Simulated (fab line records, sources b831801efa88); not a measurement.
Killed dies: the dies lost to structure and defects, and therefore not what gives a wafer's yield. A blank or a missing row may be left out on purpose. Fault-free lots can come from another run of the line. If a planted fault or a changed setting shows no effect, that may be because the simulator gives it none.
Which tool is to blame? -- flow gf180mcu -- 42 wafers from 14 lots sampled at 4 of the route's 602 steps

== WHAT THE GAUGES READ, wafer by wafer ==
GF_HV_LDD_TW_MEAS_11. Usual: HV_LDD_TW typically reads 2453, with standard deviation 19.
lot,measured,on,HV_LDD_TW,flag
L957,day 10 08:03,film metro-02,2432 2449 2434,
L958,day 10 13:51,film metro-02,2444 2438 2429,
L959,day 11 03:23,film metro-01,2475 2466 2468,
L960,day 11 09:19,film metro-03,2427 2438 2436,
L962,day 11 20:42,film metro-03,2432 2433 2420,
L963,day 12 00:17,film metro-01,2497 2486 2506,
L964,day 12 09:58,film metro-03,2460 2458 2442,
L965,day 12 19:00,film metro-01,2497 2483 2483,
L966,day 13 01:33,film metro-02,2459 2447 2437,
L967,day 13 11:03,film metro-03,2441 2422 2433,
L968,day 13 17:31,film metro-01,2456 2449 2460,
L969,day 14 01:34,film metro-01,2468 2470 2463,
L972,day 15 00:22,film metro-03,2462 2453 2452,
L974,day 15 15:53,film metro-01,2454 2454 2457,

GF_NSD_OVL_MEAS_08. Usual: NSD_OVL typically reads -0.1 nm, with standard deviation 1.5.
lot,measured,on,NSD_OVL (nm),flag
L957,day 13 18:43,overlay-01,-1.4 -2.2 -0.4,
L958,day 13 23:52,overlay-01,2.5 1.6 1.3,
L959,day 14 18:07,overlay-02,1.8 1.6 3.2,
L960,day 14 22:40,overlay-01,0.5 0.2 0.0,
L962,day 15 11:58,overlay-02,-0.2 -1.2 -1.0,
L963,day 15 17:49,overlay-02,1.3 1.2 1.3,
L964,day 16 05:31,overlay-01,1.9 0.7 0.2,
L965,day 16 14:04,overlay-01,0.0 -1.0 -0.3,
L966,day 16 22:07,overlay-02,-2.9 -2.1 -2.0,
L967,day 17 09:34,overlay-02,-0.1 -1.2 -0.1,
L968,day 17 15:23,overlay-01,-0.6 0.5 -0.6,
L969,day 17 23:10,overlay-02,-0.5 -0.4 0.3,
L972,day 19 03:50,overlay-02,-2.7,
L974,day 19 18:07,overlay-01,-1.6 -1.3,

== WHAT TOOL EACH LOT RAN ON (gives the tool, then ch and the chambers of the sampled wafers, and finally the start) ==
lot,GF_HV_LDD_RTA_52,GF_HV_LDD_ETCHBACK_58
L957,"rtp anneal-01 ch 0, day 12 19:25","rie diel-01 ch 0,2, day 12 22:09"
L958,"rtp anneal-01 ch 0, day 13 00:28","rie diel-03 ch 0,1,2, day 13 03:13"
L959,"rtp anneal-01 ch 0, day 13 17:53","rie diel-03 ch 2,3, day 13 20:37"
L960,"rtp anneal-02 ch 0, day 13 22:43","rie diel-01 ch 0,1,2, day 14 01:28"
L962,"rtp anneal-01 ch 0, day 14 10:58","rie diel-01 ch 0,2,3, day 14 13:58"
L963,"rtp anneal-01 ch 0, day 14 16:03","rie diel-04 ch 0,1, day 14 18:46"
L964,"rtp anneal-02 ch 0, day 15 03:23","rie diel-04 ch 0,2,3, day 15 06:07"
L965,"rtp anneal-02 ch 0, day 15 12:17","rie diel-03 ch 0,2, day 15 15:01"
L966,"rtp anneal-02 ch 0, day 15 20:10","rie diel-04 ch 2,3, day 15 22:55"
L967,"rtp anneal-01 ch 0, day 16 07:45","rie diel-04 ch 0,1,2, day 16 11:11"
L968,"rtp anneal-02 ch 0, day 16 13:41","rie diel-04 ch 1,2,3, day 16 16:25"
L969,"rtp anneal-01 ch 0, day 16 21:38","rie diel-01 ch 2,3, day 17 00:23"
L972,"rtp anneal-02 ch 0, day 17 23:01","rie diel-01 ch 2,3, day 18 03:41"
L974,"rtp anneal-02 ch 0, day 18 15:00","rie diel-01 ch 2,3, day 18 17:46"
- GF_HV_LDD_RTA_52: time 10 s.
- GF_HV_LDD_ETCHBACK_58: etches Si3N4 in CH3F/O2, stops on SiO2, time 100 s, target depth 90 nm.

== AS READ BY THE TOOLS THEMSELVES (means over the sampled wafers that have a number; for cases with no such wafer, the mark the record gives instead) ==
GF_HV_LDD_RTA_52. Usual: lamp power pct 32.9 %, standard deviation 1.7; wafer_temp_C_max 1003.0, standard deviation 0.84.
lot,tool,lamp power pct (%),wafer_temp_C_max,flag
L957,rtp anneal-01,34.6,1003.0,
L958,rtp anneal-01,34.6,1002.9,
L959,rtp anneal-01,34.6,1004.3,
L960,rtp anneal-02,31.2,1003.0,
L962,rtp anneal-01,34.6,1003.5,
L963,rtp anneal-01,34.7,1003.3,
L964,rtp anneal-02,31.2,1003.7,
L965,rtp anneal-02,31.2,1002.4,
L966,rtp anneal-02,31.2,1002.2,
L967,rtp anneal-01,34.6,1003.4,
L968,rtp anneal-02,31.2,1002.1,
L969,rtp anneal-01,34.6,1002.6,
L972,rtp anneal-02,31.2,1001.8,
L974,rtp anneal-02,31.2,1002.3,

GF_HV_LDD_ETCHBACK_58. Usual: drypump motor current A 5.7 A, standard deviation 0.34; oes product au 0.840 a.u., standard deviation 0.0065; run length s 128.2 s, standard deviation 0.56; throttle valve pct 10.561 %, standard deviation 0.0082.
lot,tool,drypump motor current A (A),oes product au (a.u.),run length s (s),throttle valve pct (%),flag
L957,rie diel-01,5.8,0.839,127.9,10.568,
L958,rie diel-03,5.3,0.841,128.4,10.566,
L959,rie diel-03,5.3,0.838,127.4,10.552,
L960,rie diel-01,5.9,0.848,127.8,10.558,
L962,rie diel-01,5.8,0.844,128.2,10.559,
L963,rie diel-04,6.1,0.837,128.5,10.569,
L964,rie diel-04,5.9,0.843,128.5,10.563,
L965,rie diel-03,5.4,0.840,128.4,10.558,
L966,rie diel-04,5.9,0.834,128.1,10.557,
L967,rie diel-04,6.1,0.841,128.8,10.559,
L968,rie diel-04,5.9,0.835,128.3,10.562,
L969,rie diel-01,5.8,0.838,128.6,10.560,
L972,rie diel-01,5.8,0.939,110.6,10.568,OFF
L974,rie diel-01,5.7,0.894,119.3,10.569,OFF

== THE ANSWER, worked out from the rows above alone ==
Rule: take the mean of a lot's wafers that have a number; if it is more than 3 standard deviations from the usual mean, the lot is off. Also off: a lot with no number at a reading for which 4 or more lots have one. Where the step has rows for the other lots, those lots are counted as sound. Order of review: gauges by route order, followed by the tools' own readings, for which a lot's mean as printed above is used. The first step at which some lot is off is used, and at that step the reading that is off furthest; a lot without a number counts as furthest.
Off: L972, L974, at GF_HV_LDD_ETCHBACK_58 (run length s).
If a tool, at that step or one of the process steps before it, ran each lot that is off and ran no sound lot following the first of them, it fits. This does not decide it: 2 tools fit, namely rtp anneal-02 at GF_HV_LDD_RTA_52 and rie diel-01 at GF_HV_LDD_ETCHBACK_58.

== WHAT THE SIMULATOR PUT IN ==
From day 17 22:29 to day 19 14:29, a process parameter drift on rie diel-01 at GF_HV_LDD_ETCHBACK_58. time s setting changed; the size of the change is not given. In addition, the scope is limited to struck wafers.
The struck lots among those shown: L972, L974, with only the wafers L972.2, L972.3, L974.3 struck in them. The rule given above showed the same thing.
